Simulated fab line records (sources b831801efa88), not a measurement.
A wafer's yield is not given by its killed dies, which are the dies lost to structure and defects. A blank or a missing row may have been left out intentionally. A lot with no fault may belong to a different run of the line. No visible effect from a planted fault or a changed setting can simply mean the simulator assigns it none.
Which tool is to blame? -- flow gf180mcu -- 13 lots (39 wafers sampled), 1 step of a 602-step route

== WHAT THE GAUGES SHOWED, per wafer ==
GF_SALICIDE_RS_MEAS_04: measurement is done with a four-point probe. Usual: SALICIDE_TIN_RS gives 16.32 ohm/sq (standard deviation 0.29).
lot,measured,on,SALICIDE_TIN_RS (ohm/sq),flag
L790,day 15 12:14,film_metro-01,16.29 16.60 16.76,
L792,day 16 00:31,film_metro-01,16.27 15.97 15.88,
L794,day 16 18:41,film_metro-02,16.55 16.19 16.14,
L795,day 17 03:39,film_metro-03,16.15 16.08 16.15,
L796,day 17 09:44,film_metro-01,16.57 16.37 16.47,
L799,day 18 12:46,film_metro-03,16.58 16.60 16.98,
L802,day 19 11:49,film_metro-01,16.46 16.36 15.96,
L803,day 19 22:53,film_metro-03,16.22 16.57 16.31,
L805,day 20 12:32,film_metro-02,16.38 16.33 16.13,
L806,day 20 21:10,film_metro-01,16.30 16.20 16.13,
L809,day 22 01:55,film_metro-01,16.52 16.25 16.74,
L811,day 22 13:23,film_metro-01,16.21 16.57 16.70,
L812,day 22 20:16,film_metro-01,16.10 16.09 16.16,

== WHAT TOOL EACH LOT RAN ON (gives the tool, then ch and the chambers of the sampled wafers, and finally the start) ==
There is no process step in the record ahead of these readings.

== AS READ BY THE TOOLS THEMSELVES (means over the sampled wafers that have a number; for cases with no such wafer, the mark the record gives instead) ==
The record holds no such reading with a usual standard deviation.

== THE ANSWER, worked out from the rows above alone ==
Rule: a lot is off if the mean of its wafers that have a number lies more than 3 standard deviations from the usual mean. Also off: a lot with no number at a reading for which 4 or more lots have one. The other lots that the step has rows for count as sound. Order of review: gauges by route order, followed by the tools' own readings, for which a lot's mean as printed above is used. The first step at which some lot is off is used, and at that step the reading that is off furthest; a lot without a number counts as furthest.
No lot is off on any of the readings shown, so nothing can be concluded from this.

== WHAT WAS PUT IN BY THE SIMULATOR ==
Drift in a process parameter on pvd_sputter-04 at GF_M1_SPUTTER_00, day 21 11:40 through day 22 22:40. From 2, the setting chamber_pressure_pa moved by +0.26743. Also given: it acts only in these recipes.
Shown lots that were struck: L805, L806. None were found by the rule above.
